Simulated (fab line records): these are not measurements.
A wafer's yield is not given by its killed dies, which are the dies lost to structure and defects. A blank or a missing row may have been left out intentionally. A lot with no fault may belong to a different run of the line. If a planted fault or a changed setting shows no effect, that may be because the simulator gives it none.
Code-filled problem report in 8D (eight disciplines) form + flow gf180mcu + the parts of the form that need people (team, actions taken, sign-off) are left out

== 1. PROBLEM STATEMENT ==
run length s at GF_STI_WET_ETCH_17 reads a mean of 1150 s on 6 wafers of 2 lots; wafers without a fault read 542 s with a standard deviation of 3.4. That is +99 or more standard deviations from the usual mean.
The step: etches Si3N4 in H3PO4, target depth 45 nm, time 514 s.
The first sign was on wafer L600.1 at day 4 10:17, on wet bench-02. The record holds 18 wafers of 6 lots with a number at this step. Rule for "out" (also "out of limits"): further than 4 standard deviations from the usual mean. The rest of the wafers with a number are treated as sound.

== 2. WHAT THIS IS AND IS NOT ==
| question                    | is                     | is not                                                                   |
|-----------------------------|------------------------|--------------------------------------------------------------------------|
| which readings at this step | run length s           | -                                                                        |
| which lots                  | L600, L602             | L592, L593, L601, L607                                                   |
| which wafers of those lots  | all that have a number | -                                                                        |
| read on which tools         | wet bench-02           | wet bench-03, wet bench-04                                               |
| when                        | from day 4 10:17       | up to then (6 sound wafers); but 6 sound wafers of L601, L607 came after |

== 3. THE SUSPECTS, EACH WITH WHAT RULES IT OUT ==
Counting: any tool at a process step up to the reading is kept as a suspect provided that every lot that is out went through it and no sound lot did after the first of them.
- rie diel-01 at GF_STI_ETCH_13 (etches the open film in CHF3/O2, stops on Si, target depth 282.31 nm, time 112.9 s): ruled out as a lasting fault. After its first lot that is out, L600 (day 4 10:01), sound lots L607 ran on it.
- wet bench-02 at GF_STI_WET_ETCH_17 (etches Si3N4 in H3PO4, target depth 45 nm, time 514 s): kept. All lots that are out passed through it, beginning with L600 at day 4 10:17, and no sound lot followed; its final sound lot before that point was L592 at day 2 17:15. Its own readings are out on those wafers: run length s.
Left after counting: wet bench-02 at GF_STI_WET_ETCH_17.

== 4. THE CAUSE (what the simulator had put in) ==
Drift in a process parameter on wet bench-02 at GF_STI_WET_ETCH_17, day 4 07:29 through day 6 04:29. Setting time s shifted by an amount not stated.
The count eliminated every tool but this one.

== 5. SEQUENCE OF EFFECTS, ordered by route ==
Each row: a reading whose mean over the struck wafers that have a number lies more than 3 standard deviations from the usual. Readings are gone through only where the record gives a usual standard deviation; hours: the median, over the lots, of the time from a lot's start at the first step in this table giving one to that lot's start at this step; sigmas: the change measured in usual standard deviations.
| hours | step               | reading      | usual | on struck wafers | change | sigmas      |
|-------|--------------------|--------------|-------|------------------|--------|-------------|
| 0     | GF_STI_WET_ETCH_17 | run length s | 542 s | 1150             | +608   | +99 or more |
Here are the process steps it includes:
- GF_STI_WET_ETCH_17: etches Si3N4 in H3PO4, target depth 45 nm, time 514 s.
Later steps that measure or inspect, where all struck wafers having a row at the step show a number for every such reading and not one has moved that far: GF_STI_THK_MEAS_22, GF_STI_THK_MEAS_24.

== 6. HOW IT WOULD HAVE BEEN CAUGHT EARLIER ==
The fault began at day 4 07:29; the first out-of-limits reading in this record came at day 4 10:17, 3 hours later.
